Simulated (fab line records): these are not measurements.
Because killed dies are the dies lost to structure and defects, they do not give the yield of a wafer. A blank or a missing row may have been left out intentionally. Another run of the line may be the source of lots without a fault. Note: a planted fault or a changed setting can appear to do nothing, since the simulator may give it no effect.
Which of the tools did it?    flow sky130    72 wafers from 24 lots sampled at 5 of the route's 708 steps

WHAT EACH GAUGE READ, for each wafer
SKY_FIELD_ISO_THK_MEAS_25. Usual: FIELD_ISO_CVD_24_THK gives 592 nm (standard deviation 9.7).
lot   measured     on             FIELD_ISO_CVD_24_THK (nm)  flag
L074  day 2 09:16  film metro-02  581 584 588                
L075  day 2 16:47  film metro-03  586 587 595                
L076  day 2 19:39  film metro-04  590 587 584                
L077  day 3 01:01  film metro-02  588 599 593                
L078  day 3 07:11  film metro-02  603 604 593                
L079  day 3 10:40  film metro-04  593 605 606                
L080  day 3 16:50  film metro-04  569 572 583                
L081  day 4 00:08  film metro-04  580 578 580                
L082  day 4 03:17  film metro-02  582 593 581                
L083  day 4 10:01  film metro-04  601 615 595                
L084  day 4 12:34  film metro-03  583 589 587                
L085  day 4 20:11  film metro-02  589 590 592                
L086  day 4 22:58  film metro-02  576 590 582                
L087  day 5 04:25  film metro-03  604 609 602                
L088  day 5 12:41  film metro-03  590 602 613                
L089  day 5 16:52  film metro-04  579 589 582                
L090  day 5 17:41  film metro-02  587 586 588                
L091  day 6 04:46  film metro-03  604 606 606                
L092  day 6 10:13  film metro-04  588 585 586                
L093  day 6 10:17  film metro-04  594 600 617                
L094  day 6 20:08  film metro-03  594 597 609                
L095  day 7 04:21  film metro-02  601 587 596                
L096  day 7 14:04  film metro-02  599 597 600                
L097  day 7 14:05  film metro-03  585 583 596                

SKY_METAL1_OVL_MEAS_16. Usual: METAL1_OVL gives 1 nm (standard deviation 6.1).
lot   measured      on          METAL1_OVL (nm)  flag
L074  day 32 13:15  overlay-01  7 -4 3           
L075  day 33 07:40  overlay-01  -1 -3 -1         
L076  day 33 11:32  overlay-01  -4 -6 7          
L077  day 33 16:32  overlay-02  9 3 8            
L078  day 34 00:38  overlay-02  5 6 7            
L079  day 34 13:09  overlay-02  -1 12 5          
L080  day 34 17:43  overlay-02  -14 -2 -13       
L081  day 35 09:20  overlay-01  5 6 4            
L082  day 35 14:30  overlay-01  16 9 12          
L083  day 36 02:11  overlay-01  3 -7 -5          
L084  day 36 02:32  overlay-01  -7 -9 0          
L085  day 36 15:06  overlay-02  6 7 -7           
L086  day 36 13:46  overlay-02  -4 -9 -8         
L087  day 37 01:59  overlay-01  -5 6 4           
L088  day 37 07:59  overlay-02  3 3 0            
L089  day 37 22:29  overlay-02  7 9 0            
L090  day 38 00:23  overlay-02  2 3 4            
L091  day 38 14:50  overlay-01  -12 -2 -13       
L092  day 38 15:55  overlay-01  11 -3 2          
L093  day 38 18:04  overlay-01  11 4 -5          
L094  day 39 23:28  overlay-01  7 2 -6           
L095  day 40 15:53  overlay-01  1 -1 2           
L096  day 40 12:41  overlay-01  -3 0 -3          
L097  day 40 10:25  overlay-02  -3 -1 0          

SKY_VIA2_THK_MEAS_23: measures by xrf. Usual: VIA2_W_THK gives 433 nm (standard deviation 6.7).
lot   measured      on             VIA2_W_THK (nm)  flag
L074  day 36 03:22  film metro-03  430 429 433      
L075  day 36 19:31  film metro-03  432 427 425      
L076  day 36 23:13  film metro-03  436 443 435      
L077  day 37 04:59  film metro-02  430 429 423      
L078  day 37 12:42  film metro-03  430 432 432      
L079  day 38 00:40  film metro-03  432 421 424      
L080  day 38 04:01  film metro-04  443 442 445      
L081  day 38 19:55  film metro-02  426 430 420      
L082  day 39 01:26  film metro-03  438 437 434      
L083  day 39 13:40  film metro-04  443 441 442      
L084  day 39 13:52  film metro-04  437 439 435      
L085  day 40 01:19  film metro-02  432 428 434      
L086  day 40 00:20  film metro-04  440 439 438      
L087  day 40 11:58  film metro-03  435 435 440      
L088  day 40 17:20  film metro-03  435 439 428      
L089  day 41 07:49  film metro-02  432 431 429      
L090  day 41 08:47  film metro-04  439 442 434      
L091  day 41 22:09  film metro-03  432 433 425      
L092  day 42 00:17  film metro-02  438 428 433      
L093  day 42 01:13  film metro-04  438 433 430      
L094  day 43 04:05  film metro-03  428 423 423      
L095  day 43 21:47  film metro-02  440 441 440      
L096  day 43 17:07  film metro-02  431 432 426      
L097  day 43 15:23  film metro-03  421 421 426      

EACH LOT AND THE TOOL THAT RAN IT (in order: tool; ch and the chambers of the sampled wafers; start)
lot   SKY_LI_CONTACT_ETCH_14              SKY_VIA2_CVD_21
L074  rie diel-01 ch 0,1,3, day 28 22:01  cvd w-01 ch 0,1, day 36 03:07
L075  rie diel-04 ch 0,2, day 29 16:46    cvd w-02 ch 1, day 36 19:16
L076  rie diel-04 ch 0,1,3, day 29 20:37  cvd w-02 ch 0,1, day 36 22:58
L077  rie diel-01 ch 0,1, day 30 02:34    cvd w-01 ch 0,1, day 37 04:43
L078  rie diel-04 ch 0,1,2, day 30 10:37  cvd w-02 ch 0,1, day 37 12:26
L079  rie diel-04 ch 0,1,3, day 30 22:56  cvd w-01 ch 0,1, day 38 00:25
L080  rie diel-03 ch 1,2,3, day 31 03:40  cvd w-02 ch 0,1, day 38 03:47
L081  rie diel-01 ch 0,2, day 31 19:37    cvd w-02 ch 0,1, day 38 19:39
L082  rie diel-04 ch 0,3, day 32 02:28    cvd w-02 ch 0,1, day 39 01:11
L083  rie diel-01 ch 1,3, day 32 13:38    cvd w-02 ch 0,1, day 39 13:26
L084  rie diel-04 ch 0,2,3, day 32 13:40  cvd w-02 ch 0,1, day 39 13:37
L085  rie diel-01 ch 0,1,3, day 33 05:13  cvd w-01 ch 0,1, day 40 01:04
L086  rie diel-04 ch 0,3, day 33 00:49    cvd w-02 ch 0,1, day 40 00:05
L087  rie diel-04 ch 0,2,3, day 33 14:19  cvd w-01 ch 0,1, day 40 11:43
L088  rie diel-01 ch 2,3, day 33 22:17    cvd w-02 ch 0,1, day 40 17:07
L089  rie diel-04 ch 0,3, day 34 12:07    cvd w-02 ch 1, day 41 07:34
L090  rie diel-03 ch 0,1,3, day 34 14:10  cvd w-01 ch 0,1, day 41 08:33
L091  rie diel-01 ch 1,2, day 35 05:38    cvd w-02 ch 0,1, day 41 21:55
L092  rie diel-01 ch 1,2,3, day 35 06:34  cvd w-01 ch 0,1, day 42 00:02
L093  rie diel-03 ch 1,3, day 35 09:14    cvd w-01 ch 0,1, day 42 00:58
L094  rie diel-03 ch 1,3, day 36 13:28    cvd w-02 ch 0,1, day 43 03:49
L095  rie diel-01 ch 2,3, day 37 06:19    cvd w-02 ch 0,1, day 43 21:32
L096  rie diel-01 ch 0,1,2, day 37 04:38  cvd w-01 ch 0,1, day 43 16:52
L097  rie diel-03 ch 0,1,3, day 37 01:22  cvd w-01 ch 0,1, day 43 15:08
- SKY_LI_CONTACT_ETCH_14: etches BARC in N2/H2, stops on SiO2, time 45.9 s, target depth 60 nm.
- SKY_VIA2_CVD_21: deposits W, target thk 420 nm, time 126.4 s.

AS READ BY THE TOOLS THEMSELVES (means over the sampled wafers that have a number; for cases with no such wafer, the mark the record gives instead)
SKY_LI_CONTACT_ETCH_14. Usual: drypump motor current A 5.9 A, standard deviation 0.54; oes product au 0.854 a.u., standard deviation 0.0049; throttle valve pct 13.225 %, standard deviation 0.0091.
lot   tool         drypump motor current A (A)  oes product au (a.u.)  throttle valve pct (%)  flag
L074  rie diel-01  5.4                          0.860                  13.221                  
L075  rie diel-04  6.5                          0.856                  13.231                  
L076  rie diel-04  6.3                          0.852                  13.222                  
L077  rie diel-01  5.9                          0.853                  13.226                  
L078  rie diel-04  6.3                          0.857                  13.220                  
L079  rie diel-04  6.3                          0.852                  13.222                  
L080  rie diel-03  5.8                          0.851                  13.220                  
L081  rie diel-01  6.0                          0.856                  13.229                  
L082  rie diel-04  6.5                          0.855                  13.226                  
L083  rie diel-01  5.1                          0.854                  13.229                  
L084  rie diel-04  6.4                          0.858                  13.229                  
L085  rie diel-01  5.4                          0.854                  13.229                  
L086  rie diel-04  6.4                          0.851                  13.228                  
L087  rie diel-04  6.4                          0.854                  13.234                  
L088  rie diel-01  5.2                          0.852                  13.231                  
L089  rie diel-04  6.4                          0.855                  13.228                  
L090  rie diel-03  5.9                          0.852                  13.227                  
L091  rie diel-01  6.1                          0.856                  13.223                  
L092  rie diel-01  5.7                          0.853                  13.232                  
L093  rie diel-03  5.8                          0.857                  13.225                  
L094  rie diel-03  5.8                          0.853                  13.224                  
L095  rie diel-01  5.8                          0.850                  13.230                  
L096  rie diel-01  5.9                          0.856                  13.218                  
L097  rie diel-03  5.9                          0.853                  13.219                  

SKY_VIA2_CVD_21. Usual: heater power outer w 540 W, standard deviation 53; heater power w 858 W, standard deviation 77.
lot   tool      heater power outer w (W)  heater power w (W)  flag
L074  cvd w-01  567                       867                 
L075  cvd w-02  462                       760                 
L076  cvd w-02  504                       811                 
L077  cvd w-01  588                       894                 
L078  cvd w-02  540                       870                 
L079  cvd w-01  576                       905                 
L080  cvd w-02  539                       893                 
L081  cvd w-02  507                       826                 
L082  cvd w-02  504                       819                 
L083  cvd w-02  533                       893                 
L084  cvd w-02  539                       888                 
L085  cvd w-01  558                       857                 
L086  cvd w-02  504                       831                 
L087  cvd w-01  556                       872                 
L088  cvd w-02  501                       819                 
L089  cvd w-02  461                       750                 
L090  cvd w-01  563                       850                 
L091  cvd w-02  549                       871                 
L092  cvd w-01  552                       860                 
L093  cvd w-01  569                       856                 
L094  cvd w-02  539                       888                 
L095  cvd w-02  544                       899                 
L096  cvd w-01  572                       844                 
L097  cvd w-01  552                       871                 

THE ANSWER, worked out from the rows above alone
Rule: take the mean of a lot's wafers that have a number; if it is more than 3 standard deviations from the usual mean, the lot is off. A lot without any number at a reading at which 4 lots or more have one is off too. All remaining lots with rows at the step are treated as sound. Order of review: gauges by route order, followed by the tools' own readings, for which a lot's mean as printed above is used. The first step at which some lot is off is used, and at that step the reading that is off furthest; a lot without a number counts as furthest.
No lot is off at any reading shown: from this, nothing can be told.

WHAT THE SIMULATOR HAD INSERTED
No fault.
